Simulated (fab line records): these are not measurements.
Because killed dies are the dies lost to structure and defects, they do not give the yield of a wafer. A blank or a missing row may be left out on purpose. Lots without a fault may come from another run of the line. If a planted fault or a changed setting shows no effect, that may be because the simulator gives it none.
fab line records	flow sky130
[record] lots = 15	wafers = 45	last_day = 50
route steps=708 shown FIELD_ISO@1 PWDE@51
lots with no fault: from the same line, run without faults
start_h: start of the lot's first displayed wafer, in hours after the record's first day	wait_h: hours since the lot's step before	" same as the row above	L1.1+2: a single row standing in for several wafers	- no value present, or no start provided	* or withheld: withheld	< > ~ a bound
route shown NAME@n: a module of which the file shows steps, and the number in the route of the first	usual: the fault-free wafers' mean and standard deviation	same: alike in all rows	chamber/n: place in a boat	sites: per-site readings	_std_site: standard deviation across them	_edge_site: outer sites' mean less inner sites'	radius_mm: for every site, how far away it sits from the centre of the wafer	mask NAME#n: copy n	behind: the tool/chamber that last shaped the wafer	hold: the reason the lot was held/the length of the hold in hours/how it ended	device: transistor that didn't switch, given as n, p or np	end of line: tests of these same wafers at the route's end	a step with no rows: only its recipe	killed: dies that structure and defects cost at the first sort, which is not the same as the wafer's yield	map: dies across one wafer; x = killed, . = not, _ = none there
set.NAME: the setting that was run; set.NAME@STEP: the one run at that earlier step	model.NAME: the simulator's own value behind a step, which no gauge read
the route's steps for a sample of lots (tables are steps, rows are wafers)
services: the hour from which a tool's chamber was out of use, counted from the record's first day as start_h (under 0 if before that day), plus the number of hours and why
[[steps]]
[step SKY_FIELD_ISO_BOW_MEAS_00]
[recipe] mode = bow
[usual] INCOMING_BOW = 0/6.4
lot.wafer	tool	chamber	start_h	wait_h	INCOMING_BOW[um]
L486.1	film_metro-04	-	10.00	-	5
L486.5	"	-	"	"	-16
L486.6	"	-	"	"	4
L487.3	film_metro-04	-	15.04	-	5
L487.4	"	-	"	"	-8
L487.5	"	-	"	"	1
L489.2	film_metro-04	-	25.02	-	-5
L489.5	"	-	"	"	0
L489.6	"	-	"	"	4
L491.1	film_metro-03	-	35.00	-	-5
L491.2	"	-	"	"	5
L491.4	"	-	"	"	4
L492.2	film_metro-03	-	40.02	-	13
L492.3	"	-	"	"	-10
L492.6	"	-	"	"	-1
L494.3	film_metro-02	-	50.04	-	1
L494.4	"	-	"	"	0
L494.5	"	-	"	"	11
L496.1	film_metro-02	-	60.00	-	5
L496.5	"	-	"	"	-5
L496.6	"	-	"	"	9
L497.2	film_metro-03	-	65.02	-	-2
L497.3	"	-	"	"	0
L497.6	"	-	"	"	6
L498.2	film_metro-02	-	70.02	-	7
L498.3	"	-	"	"	0
L498.6	"	-	"	"	-13
L499.1	film_metro-02	-	75.00	-	6
L499.3	"	-	"	"	-6
L499.5	"	-	"	"	-6
L500.3	film_metro-02	-	80.04	-	6
L500.4	"	-	"	"	2
L500.5	"	-	"	"	4
L501.1	film_metro-04	-	85.00	-	4
L501.3	"	-	"	"	-1
L501.5	"	-	"	"	-7
L506.3	film_metro-02	-	110.04	-	-1
L506.4	"	-	"	"	5
L506.5	"	-	"	"	-3
L507.2	film_metro-04	-	115.02	-	6
L507.4	"	-	"	"	9
L507.6	"	-	"	"	-7
L508.1	film_metro-03	-	120.00	-	5
L508.4	"	-	"	"	5
L508.6	"	-	"	"	-4
[step SKY_FIELD_ISO_ETCH_15]
[recipe] chemistry = CHF3/O2	target_depth_nm = 180	stop_on = Si	source_w = 600	bias_w = 200	pressure_mtorr = 40	chf3_flow_sccm = 50	O2_flow_sccm = 5	time_s = 72
[usual] drypump_motor_current_A = 5.7/0.4	oes_product_au = 0.943/0.0084	throttle_valve_pct = 8.843/0.0084
lot.wafer	tool	chamber	start_h	wait_h	drypump_motor_current_A	oes_product_au	rf_hours_counter_h	throttle_valve_pct
L486.1	rie_diel-03	0	30.28	0.0	5.3	0.950	165	8.843
L486.5	"	0	"	"	5.3	0.956	-	8.849
L486.6	"	1	"	"	6.0	0.947	-	8.848
L487.3	rie_diel-01	3	32.77	0.0	5.6	0.948	16	8.836
L487.4	"	1	"	"	5.4	0.939	1	8.849
L487.5	"	2	"	"	5.8	0.940	-	8.839
L489.2	rie_diel-01	3	46.28	0.0	5.6	0.943	17	8.846
L489.5	"	1	"	"	5.4	0.945	-	8.840
L489.6	"	0	"	"	5.1	0.945	-	8.840
L491.1	rie_diel-01	0	57.33	0.0	5.1	0.948	150	8.840
L491.2	"	2	"	"	5.8	0.949	117	8.838
L491.4	"	1	"	"	5.4	0.935	1	8.844
L492.2	rie_diel-03	3	64.98	0.0	6.1	0.926	113	8.834
L492.3	"	0	"	"	5.3	0.930	166	8.844
L492.6	"	2	"	"	5.9	0.931	-	8.839
L494.3	rie_diel-01	0	71.48	0.0	5.1	0.939	150	8.836
L494.4	"	1	"	"	5.4	0.934	2	8.846
L494.5	"	2	"	"	5.8	0.943	-	8.840
L496.1	rie_diel-01	2	80.43	0.0	5.8	0.954	117	8.847
L496.5	"	2	"	"	5.8	0.946	-	8.846
L496.6	"	1	"	"	5.4	0.959	-	8.854
L497.2	rie_diel-02	1	85.23	0.0	5.2	0.948	81	8.840
L497.3	"	0	"	"	6.0	0.950	53	8.845
L497.6	"	0	"	"	6.0	0.954	-	8.837
L498.2	rie_diel-02	1	92.23	0.0	5.2	0.953	81	8.818
L498.3	"	2	"	"	6.5	0.949	9	8.841
L498.6	"	1	"	"	5.2	0.947	-	8.847
L499.1	rie_diel-02	2	104.08	0.0	6.6	0.942	9	8.853
L499.3	"	0	"	"	6.0	0.941	53	8.849
L499.5	"	1	"	"	5.2	0.947	-	8.846
L500.3	rie_diel-03	2	104.77	0.0	5.8	0.936	11	8.828
L500.4	"	1	"	"	6.0	0.949	-	8.830
L500.5	"	3	"	"	6.1	0.959	-	8.854
L501.1	rie_diel-03	3	109.88	0.0	6.2	0.936	114	8.842
L501.3	"	1	"	"	6.0	0.941	98	8.844
L501.5	"	2	"	"	5.9	0.939	-	8.838
L506.3	rie_diel-01	2	134.87	0.0	5.8	0.963	118	8.844
L506.4	"	3	"	"	5.6	0.947	18	8.851
L506.5	"	1	"	"	5.4	0.945	-	8.853
L507.2	rie_diel-01	2	138.43	0.0	5.8	0.943	118	8.825
L507.4	"	3	"	"	5.6	0.956	18	8.850
L507.6	"	0	"	"	5.2	0.952	-	8.856
L508.1	rie_diel-01	3	146.48	0.0	5.6	0.937	18	8.848
L508.4	"	2	"	"	5.8	0.931	118	8.846
L508.6	"	1	"	"	5.4	0.932	-	8.838
[step SKY_FIELD_ISO_STRIP_16]
[recipe] chemistry = O2/N2	power_w = 1400	pressure_mtorr = 1500	platen_temp_c = withheld	o2_flow_sccm = 3000	n2_flow_sccm = 300	overash_fraction = 0.5
[usual] drypump_motor_current_A = 5.8/0.67	o2_flow_sccm = 2998/9.3	oes_product_au = 0.379/0.0046	strip_time_to_endpoint_s = 3.56/0.035
lot.wafer	tool	chamber	start_h	wait_h	drypump_motor_current_A	o2_flow_sccm	oes_product_au	rf_hours_counter_h	strip_time_to_endpoint_s
L486.1	plasma_asher-02	0	30.34	0.0	5.7	3001	0.383	36	3.59
L486.5	"	1	"	"	5.6	3000	0.390	-	3.58
L486.6	"	0	"	"	5.7	3006	0.381	-	3.63
L487.3	plasma_asher-02	0	32.86	0.1	5.7	3003	0.376	-	3.54
L487.4	"	1	"	"	5.7	2997	0.387	-	3.59
L487.5	"	0	"	"	5.7	3001	0.380	-	3.53
L489.2	plasma_asher-04	0	46.34	0.0	6.6	2996	0.378	23	3.60
L489.5	"	0	"	"	6.6	2994	0.380	-	3.60
L489.6	"	1	"	"	6.7	2997	0.380	-	3.55
L491.1	plasma_asher-04	1	57.39	0.0	6.6	2978	0.376	24	3.53
L491.2	"	0	"	"	6.6	3003	0.386	24	3.57
L491.4	"	1	"	"	6.7	2976	0.381	-	3.59
L492.2	plasma_asher-02	0	65.04	0.0	5.8	2996	0.383	39	3.51
L492.3	"	1	"	"	5.7	3017	0.380	-	3.53
L492.6	"	1	"	"	5.7	2997	0.380	-	3.53
L494.3	plasma_asher-02	0	71.57	0.1	5.7	3001	0.377	-	3.52
L494.4	"	1	"	"	5.7	2995	0.372	-	3.57
L494.5	"	0	"	"	5.7	3010	0.376	-	3.52
L496.1	plasma_asher-01	1	80.49	0.0	6.3	2997	0.379	40	3.53
L496.5	"	0	"	"	4.7	2998	0.385	-	3.53
L496.6	"	1	"	"	6.3	2998	0.373	-	3.56
L497.2	plasma_asher-01	1	85.29	0.0	6.3	3002	0.379	40	3.57
L497.3	"	0	"	"	4.7	2986	0.378	-	3.60
L497.6	"	0	"	"	4.7	2997	0.382	-	3.62
L498.2	plasma_asher-01	1	92.29	0.0	6.3	3001	0.375	41	3.54
L498.3	"	1	"	"	6.3	2996	0.371	-	3.54
L498.6	"	0	"	"	4.7	3015	0.375	-	3.54
L499.1	plasma_asher-01	0	104.14	0.0	4.8	2992	0.374	42	3.49
L499.3	"	1	"	"	6.3	2981	0.374	-	3.59
L499.5	"	1	"	"	6.3	2986	0.378	-	3.52
L500.3	plasma_asher-01	1	104.86	0.1	6.3	3001	0.373	-	3.57
L500.4	"	0	"	"	4.7	2991	0.391	-	3.61
L500.5	"	0	"	"	4.7	3004	0.384	-	3.54
L501.1	plasma_asher-04	0	109.94	0.0	6.6	3005	0.378	29	3.60
L501.3	"	1	"	"	6.7	2997	0.383	-	3.64
L501.5	"	1	"	"	6.7	3003	0.376	-	3.64
L506.3	plasma_asher-01	1	134.96	0.1	6.3	3002	0.383	-	3.52
L506.4	"	0	"	"	4.7	2985	0.387	-	3.56
L506.5	"	0	"	"	4.7	2992	0.379	-	3.57
L507.2	plasma_asher-01	0	138.49	0.0	4.7	2998	0.378	2	3.51
L507.4	"	1	"	"	6.3	3007	0.380	-	3.58
L507.6	"	0	"	"	4.7	2990	0.387	-	3.55
L508.1	plasma_asher-04	0	146.54	0.0	6.6	2993	0.381	33	3.59
L508.4	"	1	"	"	6.7	2983	0.377	-	3.52
L508.6	"	1	"	"	6.7	2990	0.370	-	3.52
[step SKY_PWDE_DEVELOP_06]
[recipe] wall_angle_deg = 90	developer = TMAH	develop_time_s = 60	dev_temp_c = 23
lot.wafer	tool	chamber	start_h	wait_h
L486.1+5+6	litho_track-02	0	71	-
L487.3+4+5	litho_track-02	0	72	-
L489.2+5+6	litho_track-04	0	83	-
L491.1+2+4	litho_track-02	0	98	-
L492.2+3+6	litho_track-04	0	103	-
L494.3+4+5	litho_track-04	0	113	-
L496.1+5+6	litho_track-02	0	120	-
L497.2+3+6	litho_track-02	0	127	-
L498.2+3+6	litho_track-01	0	132	-
L499.1+3+5	litho_track-02	0	151	-
L500.3+4+5	litho_track-02	0	152	-
L501.1+3+5	litho_track-01	0	157	-
L506.3+4+5	litho_track-02	0	182	-
L507.2+4+6	litho_track-04	0	185	-
L508.1+4+6	litho_track-02	0	195	-
[step SKY_PWDE_OVL_MEAS_07]
[usual] PWDE_OVL = 0.5/1.3
lot.wafer	tool	chamber	start_h	wait_h	PWDE_OVL[nm]
L486.1	overlay-02	-	71.27	-	-1.9
L486.5	"	-	"	"	-2.1
L486.6	"	-	"	"	-2.4
L487.3	overlay-01	-	72.23	-	1.8
L487.4	"	-	"	"	1.2
L487.5	"	-	"	"	-0.4
L489.2	overlay-02	-	83.87	-	0.6
L489.5	"	-	"	"	-0.7
L489.6	"	-	"	"	0.8
L491.1	overlay-01	-	99.02	-	1.2
L491.2	"	-	"	"	-0.1
L491.4	"	-	"	"	1.3
L492.2	overlay-02	-	104.07	-	-0.5
L492.3	"	-	"	"	0.2
L492.6	"	-	"	"	0.5
L494.3	overlay-02	-	113.87	-	-1.5
L494.4	"	-	"	"	-2.1
L494.5	"	-	"	"	-1.8
L496.1	overlay-02	-	120.47	-	1.3
L496.5	"	-	"	"	0.6
L496.6	"	-	"	"	-0.8
L497.2	overlay-02	-	128.13	-	0.8
L497.3	"	-	"	"	-0.3
L497.6	"	-	"	"	0.6
L498.2	overlay-01	-	132.92	-	-1.6
L498.3	"	-	"	"	-0.3
L498.6	"	-	"	"	-0.4
L499.1	overlay-01	-	151.92	-	0.4
L499.3	"	-	"	"	0.1
L499.5	"	-	"	"	0.6
L500.3	overlay-02	-	152.58	-	-
L500.4	"	-	"	"	-
L500.5	"	-	"	"	0.4
L501.1	overlay-02	-	158.02	-	-2.6
L501.3	"	-	"	"	-1.7
L501.5	"	-	"	"	-1.1
L506.3	overlay-01	-	182.53	-	-
L506.4	"	-	"	"	-
L506.5	"	-	"	"	2.0
L507.2	overlay-02	-	186.06	-	1.9
L507.4	"	-	"	"	4.4
L507.6	"	-	"	"	2.8
L508.1	overlay-01	-	195.42	-	-1.6
L508.4	"	-	"	"	-
L508.6	"	-	"	"	-
[step SKY_PWDE_TW_MEAS_10]
[usual] PWDE_TW = 374.7/3
lot.wafer	tool	chamber	start_h	wait_h	PWDE_TW
L486.1	film_metro-01	-	71.56	0.1	373.4
L486.5	"	-	"	"	372.9
L486.6	"	-	"	"	373.2
L487.3	film_metro-04	-	72.53	0.1	378.3
L487.4	"	-	"	"	376.9
L487.5	"	-	"	"	375.0
L489.2	film_metro-01	-	84.16	0.1	368.2
L489.5	"	-	"	"	370.0
L489.6	"	-	"	"	368.8
L491.1	film_metro-02	-	99.31	0.1	373.5
L491.2	"	-	"	"	375.7
L491.4	"	-	"	"	374.3
L492.2	film_metro-01	-	104.36	0.1	372.7
L492.3	"	-	"	"	374.4
L492.6	"	-	"	"	373.0
L494.3	film_metro-01	-	114.16	0.1	373.1
L494.4	"	-	"	"	371.5
L494.5	"	-	"	"	374.6
L496.1	film_metro-04	-	120.76	0.1	378.0
L496.5	"	-	"	"	379.9
L496.6	"	-	"	"	381.0
L497.2	film_metro-04	-	128.42	0.1	377.8
L497.3	"	-	"	"	378.9
L497.6	"	-	"	"	379.1
L498.2	film_metro-01	-	133.21	0.1	373.9
L498.3	"	-	"	"	372.4
L498.6	"	-	"	"	374.3
L499.1	film_metro-04	-	152.21	0.1	379.9
L499.3	"	-	"	"	378.2
L499.5	"	-	"	"	378.5
L500.3	film_metro-01	-	152.88	0.1	30.3
L500.4	"	-	"	"	30.2
L500.5	"	-	"	"	373.8
L501.1	film_metro-02	-	158.30	0.1	374.0
L501.3	"	-	"	"	375.4
L501.5	"	-	"	"	376.9
L506.3	film_metro-04	-	182.83	0.1	30.3
L506.4	"	-	"	"	30.4
L506.5	"	-	"	"	378.4
L507.2	film_metro-01	-	186.35	0.1	372.1
L507.4	"	-	"	"	372.1
L507.6	"	-	"	"	373.8
L508.1	film_metro-02	-	195.71	0.1	375.3
L508.4	"	-	"	"	30.2
L508.6	"	-	"	"	30.0
[[services]]
tool	chamber	start_h	hours	kind
rie_diel-03	-	19.78	0.4	repair
rie_diel-01	-	32.84	2.8	pm
rie_diel-03	0	35.55	3.9	repair
rie_diel-01	0	40.51	3.7	repair
rie_diel-02	0	58.04	5.6	repair
rie_diel-03	2	76.37	6.8	repair
rie_diel-02	3	79.11	22.3	repair
rie_diel-03	0	96.69	-	clean
plasma_asher-01	-	108.75	9.0	pm
plasma_asher-01	0	108.75	9.0	vent_cycle
plasma_asher-01	1	108.75	9.0	vent_cycle
plasma_asher-01	0	117.75	-	clean
plasma_asher-01	1	117.75	-	clean
rie_diel-01	1	121.45	4.9	repair
rie_diel-03	-	125.36	1.1	repair
rie_diel-03	-	128.59	41.6	repair
rie_diel-01	0	138.67	4.6	repair
plasma_asher-04	-	154.96	2.6	repair
rie_diel-01	0	164.53	-	clean
rie_diel-01	0	164.53	19.1	scheduled_down
rie_diel-01	0	164.53	19.1	vent_cycle
rie_diel-03	1	178.51	6.8	repair
rie_diel-03	-	179.66	0.4	repair
rie_diel-02	-	182.86	0.4	repair
[[key]]
[first_sign] step = SKY_PWDE_OVL_MEAS_07	reading = PWDE_OVL	direction = missing
[effect] step = SKY_PWDE_TW_MEAS_10	reading = PWDE_TW	direction = down	sigmas = 99+	usual = 374.7	struck = 30.3
met_at SKY_PWDE_DEVELOP_06
struck_lots L500,L506,L508
struck_wafers L500.3,L500.4,L506.3,L506.4,L508.4,L508.6
sort_left_out L500.3,L500.4,L506.3,L506.4,L508.4,L508.6
tester_left_out L500,L506,L508
not_acting_at SKY_FIELD_ISO_BOW_MEAS_00,SKY_FIELD_ISO_ETCH_15,SKY_FIELD_ISO_STRIP_16
[fault] kind = process_parameter_drift	tool = litho_track-02	chamber = -	onset_h = 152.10	steps = SKY_PWDE_DEVELOP_06	channel = develop_time_s	offset = *	shape = step	end_h = 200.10	scope = struck_wafers_only	acts_in = *	stated = *
// tester_left_out: of these lots the tester's yield and bins aren't shown, on N5 and GAA mostly nor the transistor test; their killed dies are dies lost to structure and defects alone, not to doping, threshold or leakage, so they don't give the yield
// sort_left_out: the simulated sort isn't trusted on such a fault, so these wafers' sort isn't shown, and their yield isn't known
